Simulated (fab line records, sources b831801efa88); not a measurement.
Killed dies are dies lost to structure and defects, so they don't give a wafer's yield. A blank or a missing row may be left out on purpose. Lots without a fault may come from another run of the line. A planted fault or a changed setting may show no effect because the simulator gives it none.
fab line records | flow sky130
record lots=11 wafers=33 last_day=50
route steps=708 shown METAL1@455 METAL4@630 METAL5@676 PAD_OPEN@708
lots that met no fault: from a run of the same line without faults
start_h: hours from the record's first day to the start of the lot's first wafer shown | wait_h: hours since the lot's step before | " the same as in the row above | L1.1+2: a row that stands for several wafers | - no value, or no start given | * or withheld: withheld | < > ~ a bound
route shown NAME@n: a module of which the file shows steps, and the number in the route of the first | usual: mean/standard deviation of fault-free wafers | same: alike in all rows | chamber/n: place in a boat | sites: the reading at each site | _std_site: their standard deviation | _edge_site: outer sites' mean less inner sites' | radius_mm: how far each site lies from the wafer's centre | mask NAME#n: copy n | behind: the tool/chamber that last shaped the wafer | hold: why the lot was held/for how many hours/how that ended | device: the transistor (n, p or np) that didn't switch | end of line: the same wafers' tests at the end of the route | a step without rows: its recipe alone | killed: dies lost to structure and defects at the first sort, not the wafer's yield | map: a wafer's dies, x killed, . not, _ none there
set.NAME: the setting as run; set.NAME@STEP: as run at that earlier step | model.NAME: the simulator's own value behind a step, which no gauge read
steps of the route over a sample of lots; a table a step, a row a wafer
services: from which hour (start_h, from the record's first day; less than 0 if before it) a tool's chamber was out of use, for how many hours, and why
## steps
# step SKY_METAL1_STRIP_21
# recipe chemistry=post_etch_residue_remover time_s=1200 temp_c=72.5
# columns lot.wafer tool chamber start_h wait_h
L210.3+5+6 wet_bench-01 0 761.95 0.0
L212.1+4+5 wet_bench-02 0 779.19 0.1
L213.2+5+6 wet_bench-01 0 791.47 0.1
L214.3+5+6 wet_bench-02 3 805.74 0.0
L216.3+4+6 wet_bench-04 0 814.95 0.0
L219.1+2+4 wet_bench-04 1 844.40 0.1
L220.2+4+5 wet_bench-04 2 844.92 0.1
L222.4+5+6 wet_bench-01 3 869.65 0.0
L223.2+4+6 wet_bench-04 0 874.97 0.1
L224.2+3+5 wet_bench-01 2 886.99 0.1
L232.1+5+6 wet_bench-02 0 931.12 0.1
# step SKY_METAL4_OVL_MEAS_14
# usual METAL4_OVL=2/5.5
# columns lot.wafer tool chamber start_h wait_h METAL4_OVL[nm]
L210.3 overlay-01 - 978.95 0.1 1
L210.5 " - " " 4
L210.6 " - " " 10
L212.1 overlay-01 - 994.15 0.1 -1
L212.4 " - " " -4
L212.5 " - " " 3
L213.2 overlay-02 - 1003.99 0.1 -5
L213.5 " - " " -6
L213.6 " - " " -8
L214.3 overlay-01 - 1015.45 0.1 10
L214.5 " - " " 15
L214.6 " - " " 10
L216.3 overlay-02 - 1025.28 0.1 -3
L216.4 " - " " 2
L216.6 " - " " -1
L220.2 overlay-02 - 1051.72 0.1 6
L220.4 " - " " -1
L220.5 " - " " 5
L219.1 overlay-02 - 1052.15 0.1 6
L219.2 " - " " 6
L219.4 " - " " 9
L222.4 overlay-01 - 1069.30 0.1 1
L222.5 " - " " 10
L222.6 " - " " 4
L223.2 overlay-01 - 1076.15 0.1 -7
L223.4 " - " " -9
L223.6 " - " " -6
L224.2 overlay-01 - 1085.80 0.1 -1
L224.3 " - " " 3
L224.5 " - " " 1
L232.1 overlay-02 - 1124.30 0.1 16
L232.5 " - " " 13
L232.6 " - " " 7
# step SKY_METAL4_ETCH_16
# recipe chemistry=N2/H2 target=BARC ion_energy_ev=200 bias_w=100 pressure_mtorr=30 n2_flow_sccm=100 h2_flow_sccm=200 icp_w=500 stop_on=SiO2 time_s=88.2 target_depth_a=600
# usual bias_w=100.0/0.31 drypump_motor_current_A=5.5/0.36 he_backside_leak_sccm=3.4/0.34 oes_product_au=0.626/0.0045 throttle_valve_pct=13.205/0.01
# columns lot.wafer tool chamber start_h wait_h bias_w drypump_motor_current_A he_backside_leak_sccm oes_product_au rf_hours_counter_h throttle_valve_pct
L210.3 rie_metal-01 0 979.03 0.0 100.2 5.1 3.1 0.629 - 13.210
L210.5 " 1 " " 100.2 6.0 3.8 0.634 - 13.195
L210.6 " 0 " " 99.9 5.1 3.1 0.617 - 13.204
L212.1 rie_metal-04 1 994.21 0.0 100.2 5.7 3.3 0.624 14 13.207
L212.4 " 1 " " 100.0 5.6 3.5 0.629 - 13.204
L212.5 " 1 " " 99.8 5.6 3.5 0.623 - 13.211
L213.2 rie_metal-04 0 1004.05 0.0 99.7 5.9 3.6 0.627 8 13.196
L213.5 " 0 " " 99.8 5.8 3.7 0.630 - 13.210
L213.6 " 1 " " 99.9 5.6 3.5 0.635 - 13.211
L214.3 rie_metal-04 0 1015.53 0.0 100.1 5.9 3.7 0.627 - 13.216
L214.5 " 1 " " 99.4 5.6 3.5 0.624 - 13.217
L214.6 " 0 " " 99.8 5.9 3.6 0.627 - 13.205
L216.3 rie_metal-01 0 1025.37 0.0 99.6 5.1 3.1 0.624 - 13.199
L216.4 " 1 " " 99.9 6.0 3.7 0.631 - 13.214
L216.6 " 1 " " 99.7 6.0 3.9 0.628 - 13.201
L220.2 rie_metal-01 1 1051.78 0.0 100.5 6.0 3.8 0.626 15 13.212
L220.4 " 0 " " 100.6 5.1 3.1 0.624 - 13.206
L220.5 " 1 " " 100.4 6.0 3.7 0.635 - 13.216
L219.1 rie_metal-03 0 1052.21 0.0 100.3 5.7 3.4 0.622 0 13.209
L219.2 " 1 " " 100.1 5.1 3.1 0.614 4 13.212
L219.4 " 0 " " 100.7 5.7 3.3 0.627 - 13.195
L222.4 rie_metal-01 0 1069.39 0.0 100.2 5.2 3.1 0.623 - 13.194
L222.5 " 0 " " 100.3 5.1 3.1 0.618 - 13.212
L222.6 " 1 " " 99.6 6.0 3.7 0.629 - 13.177
L223.2 rie_metal-03 0 1076.21 0.0 100.1 5.7 3.7 0.626 2 13.205
L223.4 " 1 " " 100.0 5.1 3.1 0.625 - 13.215
L223.6 " 1 " " 100.5 5.1 3.2 0.625 - 13.198
L224.2 rie_metal-03 1 1085.86 0.0 99.9 5.1 3.1 0.632 6 13.219
L224.3 " 0 " " 99.6 5.7 3.6 0.639 - 13.206
L224.5 " 1 " " 100.0 5.1 3.1 0.633 - 13.214
L232.1 rie_metal-04 0 1124.36 0.0 100.1 5.8 3.5 0.633 17 13.220
L232.5 " 1 " " 99.8 5.7 3.6 0.623 - 13.215
L232.6 " 0 " " 100.4 5.9 3.6 0.626 - 13.215
# step SKY_METAL5_METAL_ETCH_15
# recipe target_depth_a=12600 stop_on=SiO2 over_etch_frac=0.2 time_s=252 chemistry=Cl2/BCl3 resist_sidewall_deg=86 pressure_mtorr=10 icp_w=881 bias_w=48.5 Cl2_flow_sccm=60 bcl3_flow_sccm=30
# usual bias_w=48.48/0.13 drypump_motor_current_A=5.3/0.38 he_backside_leak_sccm=3.3/0.31 oes_product_au=0.893/0.0049 throttle_valve_pct=22.264/0.0087
# same over_etch_frac=0.2
# columns lot.wafer tool chamber start_h wait_h bias_w drypump_motor_current_A he_backside_leak_sccm oes_product_au rf_hours_counter_h throttle_valve_pct
L210.3 rie_metal-03 1 1028.01 0.1 48.48 5.1 2.9 0.899 - 22.276
L210.5 " 0 " " 48.73 5.7 3.6 0.896 - 22.261
L210.6 " 1 " " 48.55 5.1 2.8 0.893 - 22.272
L212.1 rie_metal-01 1 1042.33 0.0 48.50 6.0 3.5 0.889 15 22.253
L212.4 " 0 " " 48.44 5.1 3.1 0.888 - 22.272
L212.5 " 1 " " 48.52 6.0 3.5 0.893 - 22.264
L213.2 rie_metal-03 0 1052.56 0.0 48.49 5.7 3.5 0.895 1 22.267
L213.5 " 1 " " 48.35 5.0 3.2 0.893 - 22.257
L213.6 " 0 " " 48.43 5.7 3.4 0.882 - 22.266
L214.3 rie_metal-03 1 1062.54 0.1 48.62 5.1 3.2 0.899 - 22.272
L214.5 " 0 " " 48.62 5.7 3.5 0.900 - 22.246
L214.6 " 1 " " 48.58 5.1 3.0 0.891 - 22.261
L216.3 rie_metal-02 0 1071.69 0.1 48.46 5.6 3.4 0.897 - 22.273
L216.4 " 1 " " 48.54 4.8 3.4 0.892 - 22.259
L216.6 " 0 " " 48.33 5.6 3.6 0.890 - 22.270
L220.2 rie_metal-03 1 1095.81 0.0 48.48 5.1 3.3 0.893 7 22.264
L220.4 " 1 " " 48.52 5.1 3.0 0.892 - 22.285
L220.5 " 0 " " 48.49 5.7 3.9 0.896 - 22.263
L219.1 rie_metal-02 1 1097.54 0.1 48.18 4.8 3.2 0.898 13 22.275
L219.2 " 1 " " 48.36 4.8 3.3 0.891 - 22.270
L219.4 " 1 " " 48.45 4.8 3.3 0.902 - 22.266
L222.4 rie_metal-02 1 1113.06 0.1 48.47 4.8 3.3 0.889 - 22.246
L222.5 " 1 " " 48.50 4.8 3.4 0.891 - 22.252
L222.6 " 0 " " 48.32 5.6 3.5 0.891 - 22.273
L223.2 rie_metal-02 1 1120.26 0.0 48.66 4.8 3.2 0.897 16 22.261
L223.4 " 0 " " 48.49 5.5 3.3 0.892 - 22.254
L223.6 " 1 " " 48.65 4.8 3.3 0.888 - 22.261
L224.2 rie_metal-03 1 1129.21 0.0 48.32 5.1 3.3 0.886 10 22.264
L224.3 " 0 " " 48.36 5.7 3.6 0.897 - 22.268
L224.5 " 0 " " 48.54 5.7 3.5 0.884 - 22.251
L232.1 rie_metal-02 0 1163.86 0.0 48.36 5.6 3.0 0.896 5 22.260
L232.5 " 1 " " 48.46 4.8 3.0 0.892 - 22.278
L232.6 " 0 " " 48.43 5.6 3.0 0.894 - 22.251
# step SKY_PAD_OPEN_PROBE_99
# usual defect_limited_yield=82.6/2 killed_at_M0_to_M3=43/7.6 killed_at_M4_up=2.9/1.9 killed_at_contacts=24/5 killed_at_front_end=15/4.3 killed_at_other=0.3/0.54 killed_dies=85/10 killed_open=47/7 killed_short=38/6.4 sort_bin_3_pad_short=0.8/0.4 sort_bin_5_function=10.3/1.6 sort_bin_6_memory=6.2/1.1 sort_n_pass=407/10 sort_yield_pct=82.6/2
# same gross_dies=492 killed_at_back_side=0 sort_bin_4_leakage[%]=0 sort_bin_8_speed[%]=0
# columns lot.wafer tool chamber start_h wait_h defect_limited_yield[%] killed_at_M0_to_M3 killed_at_M4_up killed_at_contacts killed_at_front_end killed_at_other killed_dies killed_open killed_short sort_bin_3_pad_short[%] sort_bin_5_function[%] sort_bin_6_memory[%] sort_n_pass sort_yield_pct[%]
L220.2 prober-01 - 1138.36 0.1 81.3 48 2 26 16 0 92 48 44 0.8 11.2 6.7 400 81.3
L220.4 prober-01 - 1138.46 0.2 83.7 43 3 27 7 0 80 39 41 0.6 9.6 6.1 412 83.7
L220.5 prober-01 - 1138.51 0.2 82.1 43 4 26 14 1 88 47 41 1.0 10.2 6.7 404 82.1
L219.1 prober-02 - 1140.06 0.1 81.7 44 4 26 15 1 90 57 33 0.4 11.0 6.9 402 81.7
L219.2 prober-02 - 1140.11 0.1 83.3 43 2 19 18 0 82 47 35 1.0 10.8 4.9 410 83.3
L219.4 prober-02 - 1140.21 0.2 88.2 27 0 20 11 0 58 29 29 0.2 5.9 5.7 434 88.2
L223.2 prober-01 - 1161.13 0.1 77.0 68 2 24 18 1 113 55 35 1.8 14.0 7.1 379 77.0
L223.4 prober-01 - 1161.23 0.2 78.7 61 1 25 18 0 105 43 40 2.6 13.2 5.5 387 78.7
L223.6 prober-01 - 1161.33 0.2 77.2 65 4 33 10 0 112 49 38 3.3 12.6 6.9 380 77.2
L224.2 prober-01 - 1169.44 0.1 80.9 54 4 20 16 0 94 51 43 1.0 12.0 6.1 398 80.9
L224.3 prober-01 - 1169.49 0.2 86.2 32 1 19 16 0 68 42 26 0.6 8.5 4.7 424 86.2
L224.5 prober-01 - 1169.59 0.2 85.0 35 1 19 19 0 74 42 32 0.8 8.5 5.7 418 85.0
L232.1 prober-02 - 1199.38 0.1 79.7 56 0 21 21 2 100 60 40 1.0 12.8 6.5 392 79.7
L232.5 prober-02 - 1199.58 0.2 82.3 44 6 15 21 1 87 46 41 0.4 13.0 4.3 405 82.3
L232.6 prober-02 - 1199.63 0.2 81.7 45 2 20 23 0 90 50 40 0.6 10.0 7.7 402 81.7
# killed by level:class
L220.2 VIA2:geometric_particle:open=13 CONTACT:geometric_particle:open=8 CONTACT:geometric_particle:short=8 VIA1:geometric_particle:short=8 VIA1:geometric_particle:open=8 METAL2:geometric_particle:short=7 POLY_GATE:geometric_particle:short=5 VIA3:geometric_particle:open=5
L220.4 METAL2:geometric_particle:short=9 LI_CONTACT:geometric_particle:open=8 CONTACT:geometric_particle:open=8 VIA3:geometric_particle:open=7 LI_CONTACT:geometric_particle:short=6 METAL1:geometric_particle:short=5 VIA2:geometric_particle:short=4 VIA2:geometric_particle:open=4
L220.5 VIA1:geometric_particle:open=14 CONTACT:geometric_particle:open=8 VIA3:geometric_particle:open=7 LI_CONTACT:geometric_particle:open=6 CONTACT:geometric_particle:short=6 METAL1:geometric_particle:short=6 VIA1:geometric_particle:short=5 POLY_GATE:geometric_particle:short=4
L219.1 VIA1:geometric_particle:open=12 CONTACT:geometric_particle:open=12 VIA3:geometric_particle:open=9 LI_CONTACT:geometric_particle:open=6 METAL2:geometric_particle:short=6 FIELD_ISO:geometric_particle:open=5 VIA2:geometric_particle:open=5 CONTACT:geometric_particle:short=4
L219.2 VIA1:geometric_particle:open=13 VIA1:geometric_particle:short=7 LI_CONTACT:geometric_particle:open=6 VIA3:geometric_particle:open=6 FIELD_ISO:geometric_particle:open=5 VIA2:geometric_particle:open=5 LOCAL_INTERCONNECT:geometric_particle:short=4 METAL1:geometric_particle:short=4
L219.4 CONTACT:geometric_particle:open=6 LI_CONTACT:geometric_particle:open=5 VIA1:geometric_particle:open=5 LOCAL_INTERCONNECT:geometric_particle:short=4 METAL3:geometric_particle:short=4 VIA3:geometric_particle:open=4 FIELD_ISO:geometric_particle:short=3 METAL1:geometric_particle:short=3
L223.2 METAL1:unspecified=23 VIA1:geometric_particle:open=13 CONTACT:geometric_particle:open=11 LI_CONTACT:geometric_particle:open=7 VIA2:geometric_particle:open=7 VIA1:geometric_particle:short=6 VIA3:geometric_particle:open=6 FIELD_ISO:geometric_particle:short=5
L223.4 METAL1:unspecified=22 CONTACT:geometric_particle:open=12 FIELD_ISO:geometric_particle:short=9 VIA1:geometric_particle:open=8 VIA3:geometric_particle:open=7 LI_CONTACT:geometric_particle:open=5 METAL1:geometric_particle:short=5 VIA1:geometric_particle:short=5
L223.6 METAL1:unspecified=25 CONTACT:geometric_particle:open=14 VIA1:geometric_particle:open=14 CONTACT:geometric_particle:short=10 FIELD_ISO:geometric_particle:open=6 VIA1:geometric_particle:short=5 VIA2:geometric_particle:open=5 VIA2:geometric_particle:short=4
L224.2 VIA1:geometric_particle:open=11 VIA2:geometric_particle:open=9 METAL1:geometric_particle:short=8 VIA3:geometric_particle:open=7 METAL2:geometric_particle:short=7 LOCAL_INTERCONNECT:geometric_particle:short=5 CONTACT:geometric_particle:short=5 FIELD_ISO:geometric_particle:open=4
L224.3 VIA1:geometric_particle:open=10 CONTACT:geometric_particle:open=10 VIA3:geometric_particle:open=6 FIELD_ISO:geometric_particle:open=5 FIELD_ISO:geometric_particle:short=4 LI_CONTACT:geometric_particle:open=4 VIA1:geometric_particle:short=4 METAL2:geometric_particle:short=4
L224.5 VIA1:geometric_particle:open=12 CONTACT:geometric_particle:open=8 FIELD_ISO:geometric_particle:short=7 CONTACT:geometric_particle:short=6 FIELD_ISO:geometric_particle:open=4 POLY_GATE:geometric_particle:open=4 VIA3:geometric_particle:open=4 VIA2:geometric_particle:open=3
L232.1 VIA1:geometric_particle:open=16 VIA2:geometric_particle:open=10 CONTACT:geometric_particle:open=8 FIELD_ISO:geometric_particle:open=7 FIELD_ISO:geometric_particle:short=6 VIA3:geometric_particle:open=6 VIA1:geometric_particle:short=6 LI_CONTACT:geometric_particle:open=5
L232.5 VIA1:geometric_particle:open=11 METAL1:geometric_particle:short=6 POLY_GATE:geometric_particle:open=6 VIA3:geometric_particle:open=6 POLY_GATE:geometric_particle:short=5 LI_CONTACT:geometric_particle:open=5 CONTACT:geometric_particle:open=5 VIA2:geometric_particle:short=5
L232.6 VIA1:geometric_particle:open=13 FIELD_ISO:geometric_particle:open=6 METAL2:geometric_particle:short=6 FIELD_ISO:geometric_particle:short=6 LOCAL_INTERCONNECT:geometric_particle:short=6 VIA2:geometric_particle:open=6 VIA3:geometric_particle:open=6 LI_CONTACT:geometric_particle:open=5
## services
# columns tool chamber start_h hours kind
rie_metal-03 0 743.93 6.6 repair
rie_metal-04 - 756.27 0.7 repair
rie_metal-01 1 763.83 3.2 repair
rie_metal-01 - 784.51 2.8 pm
wet_bench-04 - 824.25 1.5 repair
rie_metal-02 1 834.70 - clean
rie_metal-02 1 834.70 12.6 scheduled_down
rie_metal-02 1 834.70 12.6 vent_cycle
rie_metal-03 - 880.38 1.4 pm
rie_metal-01 0 900.30 - clean
rie_metal-01 0 900.30 17.9 scheduled_down
rie_metal-01 0 900.30 17.9 vent_cycle
rie_metal-03 1 963.65 - clean
rie_metal-03 1 963.65 19.6 scheduled_down
rie_metal-03 1 963.65 19.6 vent_cycle
wet_bench-04 - 990.88 5.0 repair
rie_metal-03 - 999.56 14.6 pm
rie_metal-03 0 1028.23 - clean
rie_metal-03 0 1028.23 12.1 scheduled_down
rie_metal-03 0 1028.23 12.1 vent_cycle
rie_metal-04 0 1087.19 2.7 repair
rie_metal-02 0 1091.00 - clean
rie_metal-02 0 1091.00 20.5 scheduled_down
wet_bench-01 - 1137.21 2.3 repair
## key
first_sign step=SKY_PAD_OPEN_PROBE_99 reading=sort_bin_3_pad_short direction=up sigmas=4.4 usual=0.8 struck=2.6
effect step=SKY_PAD_OPEN_PROBE_99 reading=killed_at_M0_to_M3 direction=up sigmas=2.8 usual=43 struck=65
met_at SKY_METAL1_STRIP_21
struck_lots L223
struck_wafers L223.2,L223.4,L223.6
not_acting_at SKY_METAL4_OVL_MEAS_14,SKY_METAL4_ETCH_16,SKY_METAL5_METAL_ETCH_15
onset_between 814.95 874.97
fault kind=chamber_particle_source tool=wet_bench-04 chamber=0 onset_h=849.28 steps=SKY_METAL1_STRIP_21 rate_per_visit_cm2=1.3169 end_h=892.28
